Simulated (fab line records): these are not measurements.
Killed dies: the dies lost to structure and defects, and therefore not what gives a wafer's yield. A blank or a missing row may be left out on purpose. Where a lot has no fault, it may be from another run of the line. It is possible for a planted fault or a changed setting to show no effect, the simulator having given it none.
The same fault as seen by 2 desks :: flow gf180mcu :: each desk holds nothing but its own numbers, with what lay behind them at the end

== THE TOOL OWNER'S DESK: pvd_sputter-04 ==
At GF_M4_SPUTTER_04 (material TiN, target thk 50 nm, time 41.7 s) the tool's own readings: per lot run on this tool, the mean of the sampled wafers that have a number. If a lot's mean is further than 4 standard deviations from the usual mean, the lot is out of limits and carries the mark OUT (the distance appears in the brackets).
Columns: A = throttle_valve_pct at GF_M4_SPUTTER_04, usual 29.9 %
lot: L963
first seen here: day 24 19:35
A: 30.4

lot: L970
first seen here: day 27 07:02
A: 29.1
This desk found nothing out of limits on any of the 2 lots.

== AT THE METROLOGY DESK ==
Lot by lot, what the gauges showed, no matter which tool ran the lot: averages of those sampled wafers that carry a number. If a lot's mean is further than 4 standard deviations from the usual mean, the lot is out of limits and carries the mark OUT (the distance appears in the brackets). 7 of its 11 readings are shown, namely those furthest out on some lot.
Columns: A = V3_W_RS at GF_V3_RS_MEAS_24, usual 0.326 ohm/sq; B = V3_W_THK at GF_V3_THK_MEAS_25, usual 356 nm; C = cd_nm at GF_M4_CD_MEAS_14, usual 280.4 nm; D = M4_OVL at GF_M4_OVL_MEAS_15, usual 3 nm; E = V4_CVD_00_THK at GF_V4_THK_MEAS_01, usual 600 nm; F = V4_CVD_02_THK at GF_V4_THK_MEAS_03, usual 850 nm; G = V5_W_RS at GF_V5_RS_MEAS_24, usual 0.327 ohm/sq
lot: L958
first seen here: day 23 03:41
A: 0.330
B: 348
C: 278.8
D: -6
E: 612
F: 861
G: 0.317

lot: L959
first seen here: day 23 07:35
A: 0.315
B: 366
C: 281.5
D: 2
E: 596
F: 831
G: 0.326

lot: L961
first seen here: day 24 06:51
A: 0.325
B: 356
C: 281.4
D: -1
E: 598
F: 847
G: 0.326

lot: L963
first seen here: day 24 18:55
A: 0.332
B: 343
C: 279.5
D: -1
E: 598
F: 853
G: 0.328

lot: L970
first seen here: day 27 06:22
A: 0.333
B: 342
C: 278.5
D: 7
E: 599
F: 851
G: 0.327
This desk found nothing out of limits on any of the 5 lots.

== ALL TOGETHER ==
The tool owner's desk saw nothing out of limits.
The metrology desk saw nothing out of limits.

== WHAT THE SIMULATOR PUT IN ==
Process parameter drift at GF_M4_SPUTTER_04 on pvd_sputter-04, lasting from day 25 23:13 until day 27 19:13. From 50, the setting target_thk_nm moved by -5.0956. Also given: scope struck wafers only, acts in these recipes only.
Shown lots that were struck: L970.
